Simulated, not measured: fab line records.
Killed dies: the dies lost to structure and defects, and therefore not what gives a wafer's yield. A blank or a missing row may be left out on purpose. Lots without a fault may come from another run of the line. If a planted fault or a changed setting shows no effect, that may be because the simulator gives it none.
Struck lot and sound lot, side by side | flow sky130 | 15 steps out of a route of 708
Sound: the wafers L175.2, L175.4, L175.6. The struck wafers were L183.1, L183.2, L183.4. The cause comes at the end.
Per side, at each step with rows, come the tool, then ch with its chambers, and then its first start. Under that, the readings that differ: sound wafers | struck wafers | difference of the means | sigmas: that difference in standard deviations of wafers without a fault.
alike: same words and numbers on both sides, and readings whose means sit less than 2 such deviations apart. not compared: any withheld reading, any reading some wafer has no value for, any bound like >300 that may hide the same value, and any number with overlapping values for which the record gives no deviation.
Wherever a step has rows on one side only, a row that says differs or no value, or a row with sigmas, the two part there. Numbers that have no deviation but don't overlap get no sigmas and don't part them. A reading missing from all wafers of one side parts the sides only when that side holds two or more wafers.

first, 7 steps without rows for these wafers: SKY_METAL3_HMDS_06 (prime time 60 s); SKY_METAL3_COAT_07 (resist thk 60 nm); SKY_METAL3_COAT_08 (resist thk 1140 nm); SKY_METAL3_SOFTBAKE_09 (time 90 s); SKY_METAL3_EXPOSE_10 (exposes mask MM3, target cd 300 nm); SKY_METAL3_PEB_11; SKY_METAL3_DEVELOP_12 (develop time 60 s).
SKY_METAL3_CD_MEAS_13: target cd 300 nm.
  sound: cd sem-02 at day 38 18:49; struck: cd sem-01 at day 41 22:23
  alike: cd nm
SKY_METAL3_OVL_MEAS_14:
  sound: overlay-01 at day 38 18:56; struck: overlay-02 at day 41 22:30
  alike: METAL3_OVL
SKY_METAL3_DESCUM_15: chemistry O2, time 8 s.
  sound on rie metal-02 ch 0,1, day 38 18:58; struck on rie metal-01 ch 0,1, day 41 22:32
  alike: drypump motor current A, oes product au, temp c
  not compared: rf hours counter h
SKY_METAL3_ETCH_16: etches BARC in N2/H2, stops on SiO2, time 88.2 s, target depth 60 nm.
  sound on rie metal-02 ch 0,1, day 38 18:59; struck on rie metal-01 ch 0,1, day 41 22:34
  alike: bias w, chamber pressure mTorr, drypump motor current A, h2 flow sccm, oes product au, throttle valve pct
  not compared: rf hours counter h
SKY_METAL3_ETCH_17: etches SiO2 in C4F8/O2/Ar, stops on TiN, time 3.9 s, target depth 15 nm.
  sound on rie diel-04 ch 0,1, day 38 19:05; struck on rie diel-03 ch 0,1,3, day 41 22:40
  reading                        | sound             | struck            | difference | sigmas
  chamber pressure mTorr (mTorr) | 40.01 40.05 40.06 | 39.94 39.97 40.00 | -0.07      | -2
  alike: bias w, oes product au
SKY_METAL3_METAL_ETCH_18: etches the open film in Cl2/BCl3, stops on SiO2, target depth 845 nm, time 183.1 s.
  sound on rie metal-03 ch 0,1, day 38 19:07; struck on rie metal-02 ch 0,1, day 41 22:41
  no value came back on the struck wafers for any of 5 readings (bcl3 flow sccm (sccm), bias w (W) and others); on the sound wafers bcl3 flow sccm (sccm) reads 29.91 29.97 29.99
  reading                                       | sound             | struck            | difference | sigmas
  model.KrF-thick_of_METAL3_COAT_08.thk nm (nm) | 543.7 542.7 541.5 | 1087 1087 1087    | +544       |
  model.SiO2_of_VIA2_HDPCVD_00.thk nm (nm)      | 465.1 464.6 465.8 | 492.8 493.1 492.2 | +27.5      |
  not compared: rf hours counter h, model.METAL3.cd nm
SKY_METAL3_STRIP_19: strips in O2/N2.
  sound on plasma asher-03 ch 0,1, day 38 19:17; struck on plasma asher-04 ch 0,1, day 41 22:52
  reading                      | sound             | struck            | difference | sigmas
  oes product au (a.u.)        | 0.514 0.512 0.504 | 0.713 0.720 0.712 | +0.205     | +31
  strip time to endpoint s (s) | 6.70 6.69 6.67    | 11.94 11.96 11.94 | +5.26      | +60
  alike: drypump motor current A
  not compared: rf hours counter h
then, 1 step without rows for these wafers: SKY_METAL3_STRIP_20 (strips in post etch residue remover, time 1200 s).

## WHERE THEY PART
Earliest at SKY_METAL3_ETCH_17; latest, in this record, at SKY_METAL3_STRIP_19.

WHY: what the simulator had put in
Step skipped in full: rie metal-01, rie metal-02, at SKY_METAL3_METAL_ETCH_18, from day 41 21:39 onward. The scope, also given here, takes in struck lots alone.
